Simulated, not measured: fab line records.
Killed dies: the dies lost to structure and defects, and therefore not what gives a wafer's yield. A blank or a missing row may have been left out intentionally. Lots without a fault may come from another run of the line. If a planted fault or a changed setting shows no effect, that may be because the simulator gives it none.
Struck lot and sound lot, side by side -- flow sfq-line -- 14 steps out of a route of 325
Sound: the wafers L164.1, L164.2, L164.5. Wafers struck: L179.2, L179.3, L179.6. The cause is named last.
Order at every step that has rows: each side's tool, ch and its chambers, its first start. Under that, the readings that differ: sound wafers -- struck wafers -- difference of the means -- sigmas: that difference in standard deviations of wafers without a fault.
alike: same words and numbers on both sides, and readings whose means sit less than 2 such deviations apart. not compared: any withheld reading, any reading some wafer has no value for, any bound like >300 that may hide the same value, and any number with overlapping values for which the record gives no deviation.
The two part at a step that has a row with sigmas, a row that says differs or no value, or rows on one side only. Numbers that don't overlap but have no deviation are shown without sigmas and don't part them. Lack of a reading on every wafer of one side parts them only where that side has two or more wafers.

first, 6 steps without rows for these wafers: SFQ_TRILAYER_M3_LITHO_COAT_080 (resist thk 62 nm); SFQ_TRILAYER_M3_LITHO_COAT_075 (resist thk 600 nm); SFQ_TRILAYER_M3_LITHO_SOFTBAKE_079; SFQ_TRILAYER_M3_LITHO_EXPOSE_076 (exposes mask M3, target cd 500 nm); SFQ_TRILAYER_M3_LITHO_PEB_078 (peb time 60 s); SFQ_TRILAYER_M3_LITHO_DEVELOP_077 (time 60 s).
SFQ_M3_OVL_MEAS_921:
  struck on overlay-02, day 39 09:15; sound on overlay-01, day 26 18:13
  alike: M3_OVL
SFQ_TRILAYER_M3_BARC_OPEN_METAL_ETCH_100: etches BARC in O2, target depth 125 nm, time 41.7 s.
  sound on rie-metal-04 ch 1, day 26 18:15; struck on rie-metal-04 ch 0,1, day 39 09:17
  alike: drypump-motor-current-A, he-backside-leak-sccm, oes-product-au
  not compared: rf-hours-counter-h
SFQ_TRILAYER_M3_ETCH_METAL_ETCH_078: etches Nb in Cl2/Ar, stops on SiO2, target depth 240 nm, time 120 s.
  sound on rie-metal-04 ch 1, day 26 18:22; struck on rie-metal-04 ch 0,1, day 39 09:20
  alike: drypump-motor-current-A, he-backside-leak-sccm, oes-product-au
  not compared: rf-hours-counter-h
SFQ_TRILAYER_M3_STRIP_STRIP_079: strips in O2.
  sound on rie-metal-04 ch 1, day 26 18:37; struck on rie-metal-04 ch 0,1, day 39 09:28
reading,sound,struck,difference,sigmas
oes-product-au (a.u.),0.984 0.974 0.999,1.005 0.996 0.996,+0.013,+2
  alike: drypump-motor-current-A, he-backside-leak-sccm
  not compared: rf-hours-counter-h
then, 1 step without rows for these wafers: SFQ_TRILAYER_M3_STRIP_SOLV_CLEAN_080 (cleans in NMP, time 600 s).
SFQ_TRILAYER_I3_DEP_PECVD_081: deposits SiO2 from SiH4/N2O, time 111.11 s, target thk 500 nm.
  sound on pecvd-02 ch 1,2, day 26 19:59; struck on pecvd-03 ch 0,1,2, day 39 10:14
reading,sound,struck,difference,sigmas
rf-fwd-power-W (W),181.8 182.1 182.5,255.3 255.0 256.6,+73.5,+99 or more
model.SiO2_of_TRILAYER_I3_DEP_PECVD_081.thk-nm (nm),497.8 499.1 506.7,538.4 546.6 552.5,+44.6,
  alike: heater-power-outer-w, heater-power-w, showerhead-vpp-V, throttle-valve-pct
  not compared: since-wet-clean-h
SFQ_TRILAYER_I3_CMP_CMP_082: polishes SiO2.
  sound on cmp-02 ch 1,2, day 28 10:08; struck on cmp-02 ch 0,2,3, day 39 11:43
reading,sound,struck,difference,sigmas
time-to-endpoint-s (s),213 213 215,240 246 245,+30,+4
  alike: motor-current-A, retaining-ring-pressure-frac
SFQ_I3_BOW_MEAS_922:
  struck on film-metro-04, day 39 13:44; sound on film-metro-02, day 28 13:08
  alike: I3_BOW

WHERE THEY PART
First at SFQ_TRILAYER_M3_STRIP_STRIP_079; last, within this record, at SFQ_TRILAYER_I3_CMP_CMP_082. Later steps at which nothing parts them and some readings are alike: SFQ_I3_BOW_MEAS_922.

WHY: the cause the simulator had injected
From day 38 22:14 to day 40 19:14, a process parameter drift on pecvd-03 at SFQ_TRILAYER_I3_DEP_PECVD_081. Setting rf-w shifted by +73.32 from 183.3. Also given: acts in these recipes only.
